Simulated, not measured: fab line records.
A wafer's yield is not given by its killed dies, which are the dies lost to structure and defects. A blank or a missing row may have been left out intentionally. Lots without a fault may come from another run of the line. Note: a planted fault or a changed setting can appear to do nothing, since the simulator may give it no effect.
fab line records	flow sky130
record lots=24	wafers=72	last-day=50
route steps=708 shown NWELL@68 VT_ADJUST_HVTP@92 POLY_CUT@319 METAL1@451 VIA3@595 VIA4@656
lots with no fault: from the same line, run without faults
start-h: start of the lot's first displayed wafer, in hours after the record's first day	wait-h: how many hours have passed since the lot's step before this one	" same as the row above	L1.1+2: several wafers, shown together as one row	- either no value or no given start	* or withheld: withheld	< > ~ a bound
route shown NAME@n: a module of which the file shows steps, and the number in the route of the first	usual: the fault-free wafers' mean and standard deviation	same: alike in all rows	chamber/n: place in a boat	sites: each site's reading	_std_site: the standard deviation of these	_edge_site: mean of outer sites minus mean of inner sites	radius-mm: for every site, how far away it sits from the centre of the wafer	mask NAME#n: copy n	behind: the most recent tool/chamber to have shaped the wafer	hold: reason for holding the lot/hours on hold/outcome of the hold	device: the transistor (n, p or np) that didn't switch	end of line: tests run on the same wafers once the route is complete	a step with no rows: only its recipe	killed: dies lost to structure and defects at the first sort, not the wafer's yield	map: shows each die of a wafer: x if killed, . if not, _ if none is there
set.NAME: the setting as run; set.NAME@STEP: as run at that earlier step	model.NAME: the simulator's own value behind a step, which no gauge read
one table for each step of the route and one row for each wafer, over a sample of lots
services: the hour from which a tool's chamber was out of use, counted from the record's first day as start-h (under 0 if before that day), plus the number of hours and why
## steps
# step SKY_NWELL_TW_MEAS_15
# usual NWELL_TW=1829/14
lot.wafer	tool	chamber	start-h	wait-h	NWELL_TW
L074.1	film-metro-02	-	96.30	0.1	1835
L074.4	"	-	"	"	1832
L074.6	"	-	"	"	1833
L075.2	film-metro-04	-	102.79	0.1	1833
L075.4	"	-	"	"	1838
L075.5	"	-	"	"	1827
L076.1	film-metro-03	-	103.43	0.1	1825
L076.2	"	-	"	"	1825
L076.6	"	-	"	"	1823
L077.3	film-metro-04	-	108.60	0.1	1833
L077.4	"	-	"	"	1846
L077.5	"	-	"	"	1840
L078.3	film-metro-03	-	112.35	0.1	1839
L078.5	"	-	"	"	1828
L078.6	"	-	"	"	1817
L079.1	film-metro-03	-	114.72	0.1	1818
L079.3	"	-	"	"	1824
L079.5	"	-	"	"	1809
L080.2	film-metro-03	-	121.64	0.1	1806
L080.3	"	-	"	"	1805
L080.4	"	-	"	"	1808
L081.1	film-metro-03	-	128.15	0.1	1815
L081.3	"	-	"	"	1807
L081.5	"	-	"	"	1811
L083.1	film-metro-02	-	135.37	0.1	1844
L083.2	"	-	"	"	1842
L083.3	"	-	"	"	1843
L082.1	film-metro-04	-	136.68	0.1	1840
L082.2	"	-	"	"	1830
L082.5	"	-	"	"	1842
L084.1	film-metro-03	-	143.35	0.1	1813
L084.3	"	-	"	"	1819
L084.6	"	-	"	"	1808
L085.2	film-metro-04	-	148.71	0.1	1840
L085.5	"	-	"	"	1826
L085.6	"	-	"	"	1826
L086.4	film-metro-03	-	159.73	0.1	1808
L086.5	"	-	"	"	1814
L086.6	"	-	"	"	1822
L087.1	film-metro-03	-	167.77	0.1	1810
L087.2	"	-	"	"	1821
L087.6	"	-	"	"	1814
L088.2	film-metro-04	-	173.88	0.1	1842
L088.4	"	-	"	"	1845
L088.5	"	-	"	"	1841
L089.3	film-metro-03	-	175.02	0.1	1809
L089.4	"	-	"	"	1809
L089.5	"	-	"	"	1810
L090.1	film-metro-04	-	179.35	0.1	1858
L090.4	"	-	"	"	1849
L090.6	"	-	"	"	1855
L091.3	film-metro-02	-	185.60	0.1	1854
L091.5	"	-	"	"	1844
L091.6	"	-	"	"	1849
L092.1	film-metro-04	-	198.08	0.1	1835
L092.3	"	-	"	"	1845
L092.5	"	-	"	"	1849
L093.2	film-metro-02	-	205.89	0.1	1848
L093.3	"	-	"	"	1845
L093.5	"	-	"	"	1837
L094.2	film-metro-04	-	207.63	0.1	1832
L094.4	"	-	"	"	1835
L094.6	"	-	"	"	1835
L095.1	film-metro-04	-	210.77	0.1	1839
L095.2	"	-	"	"	1828
L095.4	"	-	"	"	1834
L096.1	film-metro-04	-	218.85	0.1	1843
L096.2	"	-	"	"	1846
L096.4	"	-	"	"	1837
L097.2	film-metro-03	-	221.24	0.1	1810
L097.3	"	-	"	"	1815
L097.5	"	-	"	"	1810
# step SKY_VT_ADJUST_HVTP_CD_MEAS_07
# recipe target-cd-nm=380
# usual cd-nm=380.5/2.6
lot.wafer	tool	chamber	start-h	wait-h	cd-nm
L074.1	cd-sem-02	-	132.25	0.1	382.0
L074.4	"	-	"	"	383.4
L074.6	"	-	"	"	380.5
L075.2	cd-sem-02	-	138.95	0.1	380.7
L075.4	"	-	"	"	381.9
L075.5	"	-	"	"	379.5
L076.1	cd-sem-01	-	140.65	0.1	383.2
L076.2	"	-	"	"	384.1
L076.6	"	-	"	"	385.9
L077.3	cd-sem-02	-	147.22	0.1	382.5
L077.4	"	-	"	"	384.9
L077.5	"	-	"	"	383.4
L078.3	cd-sem-02	-	151.02	0.1	380.0
L078.5	"	-	"	"	383.0
L078.6	"	-	"	"	380.9
L079.1	cd-sem-01	-	153.93	0.1	378.1
L079.3	"	-	"	"	378.5
L079.5	"	-	"	"	378.4
L080.2	cd-sem-01	-	160.45	0.1	378.4
L080.3	"	-	"	"	377.7
L080.4	"	-	"	"	378.2
L081.1	cd-sem-02	-	168.83	0.1	373.4
L081.3	"	-	"	"	377.1
L081.5	"	-	"	"	379.0
L083.1	cd-sem-01	-	175.68	0.1	379.5
L083.2	"	-	"	"	377.1
L083.3	"	-	"	"	381.1
L082.1	cd-sem-02	-	177.40	0.1	376.0
L082.2	"	-	"	"	376.6
L082.5	"	-	"	"	376.1
L084.1	cd-sem-02	-	185.13	0.1	379.6
L084.3	"	-	"	"	383.1
L084.6	"	-	"	"	380.6
L085.2	cd-sem-02	-	191.60	0.1	378.9
L085.5	"	-	"	"	380.1
L085.6	"	-	"	"	379.7
L086.4	cd-sem-02	-	203.29	0.1	385.1
L086.5	"	-	"	"	384.9
L086.6	"	-	"	"	381.1
L087.1	cd-sem-01	-	211.80	0.1	381.8
L087.2	"	-	"	"	383.5
L087.6	"	-	"	"	380.7
L088.2	cd-sem-01	-	219.65	0.1	382.5
L088.4	"	-	"	"	383.5
L088.5	"	-	"	"	385.0
L089.3	cd-sem-02	-	221.82	0.1	377.8
L089.4	"	-	"	"	377.0
L089.5	"	-	"	"	379.9
L090.1	cd-sem-01	-	225.03	0.1	383.0
L090.4	"	-	"	"	380.3
L090.6	"	-	"	"	381.9
L091.3	cd-sem-02	-	231.89	0.1	376.9
L091.5	"	-	"	"	377.2
L091.6	"	-	"	"	378.2
L092.1	cd-sem-02	-	245.80	0.1	383.8
L092.3	"	-	"	"	383.2
L092.5	"	-	"	"	384.3
L093.2	cd-sem-01	-	253.85	0.1	384.4
L093.3	"	-	"	"	383.7
L093.5	"	-	"	"	380.4
L094.2	cd-sem-01	-	255.05	0.1	380.0
L094.4	"	-	"	"	380.2
L094.6	"	-	"	"	381.0
L095.1	cd-sem-02	-	259.78	0.1	378.7
L095.2	"	-	"	"	379.9
L095.4	"	-	"	"	376.3
L096.1	cd-sem-02	-	268.05	0.1	379.6
L096.2	"	-	"	"	378.3
L096.4	"	-	"	"	377.1
L097.2	cd-sem-02	-	271.65	0.1	382.7
L097.3	"	-	"	"	380.6
L097.5	"	-	"	"	379.7
# step SKY_POLY_CUT_STRIP_12
# recipe chemistry=O2/N2	power-w=1400	pressure-mtorr=1500	platen-temp-c=withheld	o2-flow-sccm=3000	n2-flow-sccm=300	overash-fraction=0.5
# usual chamber-pressure-mTorr=1500.0/1.3	drypump-motor-current-A=5.8/0.43	oes-product-au=0.452/0.0047	strip-time-to-endpoint-s=5.352/0.016
lot.wafer	tool	chamber	start-h	wait-h	chamber-pressure-mTorr	drypump-motor-current-A	oes-product-au	rf-hours-counter-h	strip-time-to-endpoint-s
L074.1	plasma-asher-02	0	580.50	0.0	1500.1	6.0	0.450	82	5.377
L074.4	"	0	"	"	1498.8	6.1	0.447	-	5.350
L074.6	"	0	"	"	1501.3	6.1	0.444	-	5.352
L076.1	plasma-asher-03	0	589.45	0.0	1499.7	5.3	0.446	47	5.354
L076.2	"	1	"	"	1501.1	5.6	0.455	47	5.341
L076.6	"	1	"	"	1499.8	5.5	0.451	-	5.339
L075.2	plasma-asher-02	0	592.29	0.0	1500.2	6.0	0.454	83	5.352
L075.4	"	1	"	"	1499.9	6.5	0.452	-	5.360
L075.5	"	1	"	"	1500.0	6.5	0.457	-	5.357
L077.3	plasma-asher-01	1	600.52	0.1	1500.8	6.2	0.454	-	5.358
L077.4	"	0	"	"	1501.0	5.4	0.450	-	5.315
L077.5	"	1	"	"	1500.6	6.1	0.453	-	5.331
L078.3	plasma-asher-01	0	606.50	0.1	1500.3	5.4	0.449	-	5.354
L078.5	"	0	"	"	1497.0	5.3	0.447	-	5.335
L078.6	"	1	"	"	1498.6	6.1	0.450	-	5.335
L079.1	plasma-asher-02	0	612.64	0.0	1500.2	6.0	0.447	84	5.330
L079.3	"	1	"	"	1500.3	6.5	0.455	-	5.363
L079.5	"	0	"	"	1498.1	6.0	0.451	-	5.345
L080.2	plasma-asher-03	0	619.10	0.0	1499.7	5.3	0.446	51	5.368
L080.3	"	0	"	"	1499.5	5.3	0.454	-	5.382
L080.4	"	1	"	"	1500.5	5.6	0.449	-	5.383
L081.1	plasma-asher-02	1	632.10	0.0	1502.0	6.5	0.454	86	5.371
L081.3	"	0	"	"	1499.9	6.0	0.451	-	5.352
L081.5	"	1	"	"	1499.4	6.5	0.458	-	5.335
L083.1	plasma-asher-03	1	644.30	0.0	1501.5	5.5	0.454	53	5.351
L083.2	"	0	"	"	1500.0	5.3	0.447	53	5.332
L083.3	"	0	"	"	1497.1	5.3	0.462	-	5.333
L082.1	plasma-asher-01	0	644.65	0.0	1500.7	5.4	0.455	22	5.348
L082.2	"	1	"	"	1500.8	6.1	0.460	22	5.350
L082.5	"	0	"	"	1500.9	5.4	0.453	-	5.358
L084.1	plasma-asher-02	0	649.80	0.0	1501.4	6.1	0.455	88	5.361
L084.3	"	1	"	"	1500.0	6.5	0.455	-	5.337
L084.6	"	0	"	"	1501.2	6.1	0.454	-	5.330
L085.2	plasma-asher-02	1	655.72	0.0	1501.3	6.5	0.452	88	5.367
L085.5	"	0	"	"	1499.7	6.1	0.452	-	5.359
L085.6	"	1	"	"	1502.4	6.5	0.450	-	5.359
L086.4	plasma-asher-01	0	672.58	0.1	1500.9	5.4	0.451	-	5.343
L086.5	"	0	"	"	1499.7	5.4	0.445	-	5.338
L086.6	"	1	"	"	1500.4	6.1	0.450	-	5.326
L087.1	plasma-asher-02	0	686.55	0.0	1498.4	6.1	0.449	91	5.326
L087.2	"	1	"	"	1500.1	6.5	0.455	91	5.340
L087.6	"	0	"	"	1500.4	6.0	0.443	-	5.343
L088.2	plasma-asher-02	0	690.74	0.0	1497.7	6.1	0.444	92	5.346
L088.4	"	1	"	"	1499.0	6.5	0.449	-	5.354
L088.5	"	1	"	"	1501.4	6.5	0.449	-	5.352
L089.3	plasma-asher-01	0	696.03	0.1	1500.4	5.4	0.455	-	5.351
L089.4	"	1	"	"	1501.7	6.1	0.454	-	5.367
L089.5	"	1	"	"	1497.7	6.2	0.447	-	5.341
L090.1	plasma-asher-01	1	696.95	0.0	1497.0	6.1	0.448	27	5.354
L090.4	"	0	"	"	1501.7	5.4	0.450	-	5.352
L090.6	"	1	"	"	1500.8	6.1	0.456	-	5.341
L091.3	plasma-asher-03	1	708.07	0.1	1499.1	5.5	0.461	-	5.356
L091.5	"	1	"	"	1497.5	5.6	0.449	-	5.334
L091.6	"	0	"	"	1501.8	5.3	0.448	-	5.347
L092.1	plasma-asher-03	1	719.25	0.0	1500.3	5.5	0.445	61	5.372
L092.3	"	0	"	"	1501.1	5.3	0.448	-	5.359
L092.5	"	1	"	"	1499.5	5.5	0.444	-	5.350
L093.2	plasma-asher-03	1	729.74	0.0	1498.5	5.5	0.447	62	5.362
L093.3	"	1	"	"	1499.2	5.5	0.457	-	5.352
L093.5	"	1	"	"	1500.8	5.5	0.448	-	5.356
L094.2	plasma-asher-01	0	736.42	0.0	1499.8	5.4	0.454	30	5.381
L094.4	"	1	"	"	1499.8	6.1	0.449	-	5.364
L094.6	"	0	"	"	1501.3	5.4	0.449	-	5.374
L095.1	plasma-asher-03	0	740.27	0.0	1500.8	5.3	0.452	63	5.385
L095.2	"	1	"	"	1500.7	5.5	0.451	63	5.369
L095.4	"	1	"	"	1499.7	5.5	0.449	-	5.382
L096.1	plasma-asher-03	1	744.05	0.0	1500.1	5.5	0.452	63	5.321
L096.2	"	0	"	"	1499.9	5.3	0.459	63	5.337
L096.4	"	0	"	"	1499.5	5.3	0.449	-	5.339
L097.2	plasma-asher-01	0	746.39	0.0	1499.5	5.4	0.453	32	5.368
L097.3	"	0	"	"	1496.9	5.4	0.458	-	5.372
L097.5	"	0	"	"	1498.8	5.4	0.457	-	5.373
# step SKY_METAL1_DESCUM_17
# recipe chemistry=O2	source-power-w=150	bias-power-w=0	pressure-mtorr=10	temp-c=40	time-s=8
# usual chamber-pressure-mTorr=9.999/0.0088	drypump-motor-current-A=5.5/0.54	oes-product-au=1.000/0.0096	rf-fwd-power-W=147.3/0.74
lot.wafer	tool	chamber	start-h	wait-h	chamber-pressure-mTorr	drypump-motor-current-A	oes-product-au	rf-fwd-power-W	rf-hours-counter-h
L074.1	rie-metal-02	0	781.22	0.0	10.004	6.0	1.003	147.5	14
L074.4	"	0	"	"	10.005	6.0	1.002	147.4	-
L074.6	"	1	"	"	10.009	4.7	0.980	147.2	-
L076.1	rie-metal-04	1	789.57	0.0	9.996	5.0	0.994	147.3	1
L076.2	"	0	"	"	10.001	6.1	1.000	147.6	6
L076.6	"	1	"	"	9.994	5.0	1.001	146.7	-
L075.2	rie-metal-03	0	795.14	0.0	9.994	5.8	1.008	147.4	9
L075.4	"	0	"	"	10.004	5.8	1.006	148.1	-
L075.5	"	1	"	"	9.984	5.2	1.005	145.7	-
L077.3	rie-metal-04	0	800.35	0.0	10.024	6.1	1.001	147.7	-
L077.4	"	1	"	"	10.006	5.0	1.007	147.1	-
L077.5	"	0	"	"	9.990	6.1	1.012	148.2	-
L078.3	rie-metal-04	1	808.75	0.0	10.006	5.0	0.993	147.1	-
L078.5	"	0	"	"	9.992	6.1	0.999	147.9	-
L078.6	"	1	"	"	10.016	5.0	0.996	146.8	-
L079.1	rie-metal-02	0	810.82	0.0	10.001	6.0	1.000	147.8	15
L079.3	"	0	"	"	10.006	6.0	1.013	147.6	-
L079.5	"	1	"	"	10.004	4.7	0.986	147.6	-
L080.2	rie-metal-03	1	815.67	0.0	9.996	5.2	1.000	147.5	14
L080.3	"	0	"	"	9.989	5.8	1.004	147.6	-
L080.4	"	1	"	"	9.976	5.3	1.003	147.3	-
L081.1	rie-metal-04	0	830.84	0.0	9.999	6.1	1.010	148.5	8
L081.3	"	1	"	"	10.006	5.0	0.996	146.2	-
L081.5	"	0	"	"	9.994	6.1	1.006	149.2	-
L083.1	rie-metal-03	0	838.49	0.0	9.987	5.8	1.011	147.2	11
L083.2	"	1	"	"	10.004	5.2	1.001	145.7	14
L083.3	"	0	"	"	10.008	5.8	1.010	147.4	-
L082.1	rie-metal-04	0	840.59	0.0	10.005	6.1	1.002	148.0	8
L082.2	"	1	"	"	10.001	5.0	0.993	147.6	2
L082.5	"	1	"	"	9.994	5.0	1.000	147.3	-
L084.1	rie-metal-04	0	847.44	0.0	9.995	6.1	1.010	148.5	8
L084.3	"	0	"	"	9.997	6.1	0.993	148.1	-
L084.6	"	0	"	"	9.986	6.1	1.002	148.3	-
L085.2	rie-metal-02	1	849.97	0.0	9.996	4.7	0.979	147.0	6
L085.5	"	1	"	"	10.009	4.7	0.979	147.4	-
L085.6	"	0	"	"	9.997	6.0	1.001	147.0	-
L086.4	rie-metal-04	0	867.23	0.0	10.010	6.1	1.009	148.4	-
L086.5	"	0	"	"	9.987	6.1	1.017	147.4	-
L086.6	"	1	"	"	10.009	5.0	0.999	146.2	-
L087.1	rie-metal-03	1	878.09	0.0	9.996	5.2	0.995	146.1	16
L087.2	"	0	"	"	9.997	5.8	1.003	147.5	12
L087.6	"	0	"	"	10.004	5.8	1.014	147.3	-
L088.2	rie-metal-02	1	884.49	0.0	10.009	4.7	0.979	147.6	7
L088.4	"	1	"	"	9.996	4.7	0.993	147.2	-
L088.5	"	0	"	"	10.010	6.0	0.999	147.5	-
L089.3	rie-metal-03	1	889.75	0.0	10.009	5.2	1.000	145.8	-
L089.4	"	0	"	"	10.009	5.8	1.013	148.2	-
L089.5	"	1	"	"	10.017	5.2	0.996	145.5	-
L090.1	rie-metal-02	0	890.09	0.0	10.017	6.0	1.000	147.0	2
L090.4	"	1	"	"	10.002	4.7	0.985	147.0	-
L090.6	"	1	"	"	9.991	4.6	0.987	146.5	-
L091.3	rie-metal-02	0	900.58	0.0	10.004	6.0	1.003	147.1	-
L091.5	"	0	"	"	9.990	6.0	1.009	147.1	-
L091.6	"	1	"	"	9.995	4.6	0.994	147.4	-
L092.1	rie-metal-03	0	910.99	0.0	9.998	5.8	1.011	147.4	13
L092.3	"	0	"	"	10.010	5.8	1.004	147.8	-
L092.5	"	0	"	"	10.002	5.8	1.009	147.5	-
L093.2	rie-metal-04	1	921.14	0.0	10.008	5.0	0.992	146.7	6
L093.3	"	1	"	"	10.010	5.0	1.001	146.6	-
L093.5	"	1	"	"	9.997	5.0	1.006	147.0	-
L094.2	rie-metal-02	1	926.39	0.0	9.986	4.7	0.987	147.4	9
L094.4	"	0	"	"	10.007	6.0	1.005	147.9	-
L094.6	"	0	"	"	10.005	6.0	1.007	147.4	-
L095.1	rie-metal-02	0	930.04	0.0	9.995	6.0	1.016	148.1	3
L095.2	"	1	"	"	9.998	4.7	1.001	146.7	9
L095.4	"	1	"	"	10.005	4.7	1.001	147.0	-
L096.1	rie-metal-02	0	934.49	0.0	9.997	6.0	1.014	147.5	4
L096.2	"	1	"	"	9.992	4.7	0.984	146.8	10
L096.4	"	0	"	"	10.010	6.0	1.001	148.2	-
L097.2	rie-metal-04	1	935.72	0.0	10.001	5.0	0.987	147.2	6
L097.3	"	0	"	"	10.000	6.1	1.017	148.7	-
L097.5	"	0	"	"	10.000	6.1	1.015	148.6	-
# step SKY_VIA3_RS_MEAS_22
# recipe thk-meas-gauge=four-point-probe	reads=W_of_VIA3_CVD_21+TiN_of_VIA3_SPUTTER_20
# usual VIA3_W_RS=0.293/0.003
lot.wafer	tool	chamber	start-h	wait-h	VIA3_W_RS[ohm/sq]
L074.1	film-metro-01	-	946.01	0.1	0.294
L074.4	"	-	"	"	0.290
L074.6	"	-	"	"	0.292
L076.1	film-metro-02	-	954.87	0.1	0.293
L076.2	"	-	"	"	0.287
L076.6	"	-	"	"	0.293
L075.2	film-metro-02	-	958.47	0.1	0.302
L075.4	"	-	"	"	0.301
L075.5	"	-	"	"	0.296
L077.3	film-metro-01	-	962.50	0.1	0.292
L077.4	"	-	"	"	0.298
L077.5	"	-	"	"	0.293
L078.3	film-metro-02	-	969.42	0.1	0.291
L078.5	"	-	"	"	0.293
L078.6	"	-	"	"	0.291
L079.1	film-metro-01	-	973.52	0.1	0.299
L079.3	"	-	"	"	0.301
L079.5	"	-	"	"	0.297
L080.2	film-metro-03	-	977.30	0.1	0.292
L080.3	"	-	"	"	0.292
L080.4	"	-	"	"	0.291
L081.1	film-metro-03	-	990.98	0.1	0.289
L081.3	"	-	"	"	0.291
L081.5	"	-	"	"	0.289
L083.1	film-metro-01	-	997.29	0.1	0.290
L083.2	"	-	"	"	0.297
L083.3	"	-	"	"	0.292
L082.1	film-metro-02	-	999.40	0.1	0.295
L082.2	"	-	"	"	0.295
L082.5	"	-	"	"	0.291
L084.1	film-metro-02	-	1006.24	0.1	0.293
L084.3	"	-	"	"	0.289
L084.6	"	-	"	"	0.294
L085.2	film-metro-03	-	1008.35	0.2	0.299
L085.5	"	-	"	"	0.300
L085.6	"	-	"	"	0.294
L086.4	film-metro-02	-	1023.48	0.1	0.296
L086.5	"	-	"	"	0.295
L086.6	"	-	"	"	0.295
L087.1	film-metro-02	-	1033.19	0.1	0.291
L087.2	"	-	"	"	0.290
L087.6	"	-	"	"	0.293
L088.2	film-metro-01	-	1039.44	0.1	0.294
L088.4	"	-	"	"	0.296
L088.5	"	-	"	"	0.296
L089.3	film-metro-02	-	1041.70	0.1	0.296
L089.4	"	-	"	"	0.295
L089.5	"	-	"	"	0.294
L090.1	film-metro-01	-	1043.32	0.1	0.293
L090.4	"	-	"	"	0.293
L090.6	"	-	"	"	0.292
L091.3	film-metro-03	-	1055.64	0.1	0.293
L091.5	"	-	"	"	0.296
L091.6	"	-	"	"	0.294
L092.1	film-metro-01	-	1061.28	0.1	0.292
L092.3	"	-	"	"	0.290
L092.5	"	-	"	"	0.288
L093.2	film-metro-01	-	1069.95	0.1	0.294
L093.3	"	-	"	"	0.291
L093.5	"	-	"	"	0.292
L094.2	film-metro-01	-	1073.05	0.1	0.290
L094.4	"	-	"	"	0.286
L094.6	"	-	"	"	0.294
L095.1	film-metro-03	-	1078.02	0.1	0.294
L095.2	"	-	"	"	0.296
L095.4	"	-	"	"	0.297
L096.1	film-metro-02	-	1082.10	0.1	0.288
L096.2	"	-	"	"	0.293
L096.4	"	-	"	"	0.296
L097.2	film-metro-03	-	1082.87	0.1	0.299
L097.3	"	-	"	"	0.295
L097.5	"	-	"	"	0.297
# step SKY_VIA4_SPUTTER_17
# recipe material=TiN	target-thk-nm=20	chamber-pressure-pa=5	power-w=4000	time-s=80
# usual throttle-valve-pct=29.7/0.94
lot.wafer	tool	chamber	start-h	wait-h	throttle-valve-pct
L074.1	pvd-sputter-02	-	1019.76	0.0	29.1
L074.4	"	-	"	"	30.0
L074.6	"	-	"	"	29.2
L076.1	pvd-sputter-02	-	1028.56	0.0	29.9
L076.2	"	-	"	"	29.7
L076.6	"	-	"	"	29.8
L075.2	pvd-sputter-01	-	1031.41	0.0	28.7
L075.4	"	-	"	"	30.6
L075.5	"	-	"	"	29.1
L077.3	pvd-sputter-02	-	1036.83	0.0	29.3
L077.4	"	-	"	"	29.9
L077.5	"	-	"	"	29.2
L078.3	pvd-sputter-02	-	1041.58	0.0	29.8
L078.5	"	-	"	"	29.6
L078.6	"	-	"	"	29.2
L079.1	pvd-sputter-03	-	1045.36	0.0	27.2
L079.3	"	-	"	"	29.5
L079.5	"	-	"	"	31.8
L080.2	pvd-sputter-02	-	1049.62	0.0	30.2
L080.3	"	-	"	"	29.9
L080.4	"	-	"	"	29.6
L081.1	pvd-sputter-02	-	1061.78	0.0	29.5
L081.3	"	-	"	"	29.9
L081.5	"	-	"	"	29.6
L083.1	pvd-sputter-03	-	1066.96	0.0	30.3
L083.2	"	-	"	"	31.6
L083.3	"	-	"	"	29.5
L082.1	pvd-sputter-01	-	1070.25	0.0	30.0
L082.2	"	-	"	"	30.6
L082.5	"	-	"	"	30.9
L084.1	pvd-sputter-02	-	1075.37	0.0	29.9
L084.3	"	-	"	"	29.4
L084.6	"	-	"	"	28.9
L085.2	pvd-sputter-03	-	1078.05	0.0	30.3
L085.5	"	-	"	"	29.4
L085.6	"	-	"	"	27.1
L086.4	pvd-sputter-01	-	1092.16	0.0	30.8
L086.5	"	-	"	"	29.9
L086.6	"	-	"	"	28.9
L087.1	pvd-sputter-02	-	1101.58	0.0	29.2
L087.2	"	-	"	"	29.8
L087.6	"	-	"	"	29.1
L088.2	pvd-sputter-03	-	1106.16	0.0	31.5
L088.4	"	-	"	"	29.5
L088.5	"	-	"	"	29.9
L089.3	pvd-sputter-01	-	1109.29	0.0	30.5
L089.4	"	-	"	"	29.8
L089.5	"	-	"	"	29.0
L090.1	pvd-sputter-03	-	1110.12	0.0	27.5
L090.4	"	-	"	"	29.8
L090.6	"	-	"	"	29.5
L091.3	pvd-sputter-01	-	1120.30	0.0	30.6
L091.5	"	-	"	"	30.5
L091.6	"	-	"	"	29.0
L092.1	pvd-sputter-01	-	1127.75	0.0	30.6
L092.3	"	-	"	"	29.4
L092.5	"	-	"	"	28.8
L093.2	pvd-sputter-02	-	1135.43	0.0	30.1
L093.3	"	-	"	"	29.3
L093.5	"	-	"	"	29.9
L094.2	pvd-sputter-03	-	1137.71	0.0	27.1
L094.4	"	-	"	"	31.7
L094.6	"	-	"	"	29.4
L095.1	pvd-sputter-02	-	1141.62	0.0	29.8
L095.2	"	-	"	"	30.0
L095.4	"	-	"	"	29.9
L096.1	pvd-sputter-02	-	1146.00	0.0	29.4
L096.2	"	-	"	"	30.0
L096.4	"	-	"	"	30.2
L097.2	pvd-sputter-01	-	1147.11	0.0	30.6
L097.3	"	-	"	"	30.6
L097.5	"	-	"	"	29.0
## services
tool	chamber	start-h	hours	kind
rie-metal-02	-	558.93	0.4	repair
plasma-asher-02	-	594.92	15.6	pm
rie-metal-04	-	609.64	28.1	pm
plasma-asher-02	-	623.06	0.9	repair
rie-metal-04	0	662.04	2.7	repair
rie-metal-04	0	680.06	6.3	repair
rie-metal-04	-	700.23	0.5	repair
rie-metal-02	-	714.61	2.8	pm
rie-metal-04	-	727.01	0.2	repair
rie-metal-02	0	731.59	3.6	repair
rie-metal-04	-	731.99	1.4	pm
rie-metal-02	0	746.36	12.7	repair
pvd-sputter-02	-	820.10	6.1	repair
rie-metal-04	0	836.80	2.4	repair
rie-metal-04	-	857.12	2.8	pm
pvd-sputter-02	-	872.50	2.2	repair
rie-metal-04	1	899.53	11.4	repair
pvd-sputter-02	-	911.97	3.1	repair
pvd-sputter-02	-	924.66	0.9	repair
rie-metal-02	-	990.33	2.1	repair
rie-metal-02	-	1064.07	1.4	pm
pvd-sputter-02	-	1076.90	0.5	repair
rie-metal-02	0	1108.04	1.9	repair
pvd-sputter-02	-	1137.34	0.7	repair
## key
fault none
